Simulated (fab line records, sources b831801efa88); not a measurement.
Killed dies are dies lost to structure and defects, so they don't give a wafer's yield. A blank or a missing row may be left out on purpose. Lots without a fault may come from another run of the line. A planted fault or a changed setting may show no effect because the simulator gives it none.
One fault seen from 2 desks | flow sfq_line | each desk has only its own numbers; what lay behind them comes last

THE TOOL OWNER'S DESK: cmp-01
The tool's own readings at SFQ_TRILAYER_I7_CMP_CMP_184 (polishes SiO2): means of the sampled wafers that have a number, for each lot that ran on this tool. A lot is out of limits, marked OUT, if its mean lies more than 4 standard deviations from the usual mean; the brackets give that distance.
Columns: A = head_pressure_psi at SFQ_TRILAYER_I7_CMP_CMP_184, usual 3.000 psi; B = motor_current_A at SFQ_TRILAYER_I7_CMP_CMP_184, usual 10.6 A; C = time_to_endpoint_s at SFQ_TRILAYER_I7_CMP_CMP_184, usual 211 s
lot  | first seen here | A               | B    | C
L117 | day 78 20:45    | 3.005           | 9.9  | 206
L118 | day 78 23:15    | 2.994           | 9.8  | 210
L120 | day 83 11:09    | 2.997           | 10.0 | 214
L126 | day 84 01:21    | 3.003           | 10.0 | 208
L128 | day 84 10:57    | 3.005           | 10.6 | 221
L130 | day 84 18:09    | 3.570 (+84) OUT | 11.7 | 186
L139 | day 92 01:19    | 3.001           | 10.5 | 219
This desk's finding: out of limits on L130; first on L130, day 84 18:09 (head_pressure_psi at SFQ_TRILAYER_I7_CMP_CMP_184). In limits: L117, L118, L120, L126, L128, L139.

THE METROLOGY DESK
What the gauges read, lot by lot, whatever tool the lot ran on: means of the sampled wafers that have a number. A lot is out of limits, marked OUT, if its mean lies more than 4 standard deviations from the usual mean; the brackets give that distance.
Columns: A = M7_NB_RS at SFQ_M7_RS_MEAS_943, usual 0.890 ohm/sq
lot  | first seen here | A
L117 | day 78 15:54    | 0.886
L118 | day 78 17:02    | 0.898
L119 | day 83 03:37    | 0.889
L120 | day 83 07:38    | 0.891
L121 | day 83 08:14    | 0.903
L123 | day 83 10:40    | 0.883
L125 | day 83 17:16    | 0.888
L126 | day 83 17:50    | 0.897
L127 | day 83 19:02    | 0.894
L128 | day 83 23:50    | 0.882
L130 | day 84 04:42    | 0.887
L139 | day 89 00:06    | 0.883
L140 | day 89 01:19    | 0.894
This desk's finding: nothing out of limits on any of the 13 lots.

PUT TOGETHER
The tool owner's desk could have raised an alarm at day 84 18:09, on L130.
The metrology desk saw nothing out of limits.
The metrology desk has L130 on record, within its limits.
Of the lots named, all ran SFQ_TRILAYER_I7_CMP_CMP_184 on cmp-01.

WHAT THE SIMULATOR HAD PUT IN
Process parameter drift: cmp-01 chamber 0, from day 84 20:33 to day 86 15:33, at SFQ_TRILAYER_I7_CMP_CMP_184. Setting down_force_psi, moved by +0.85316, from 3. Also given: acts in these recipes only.
Lots struck among those shown: L130.
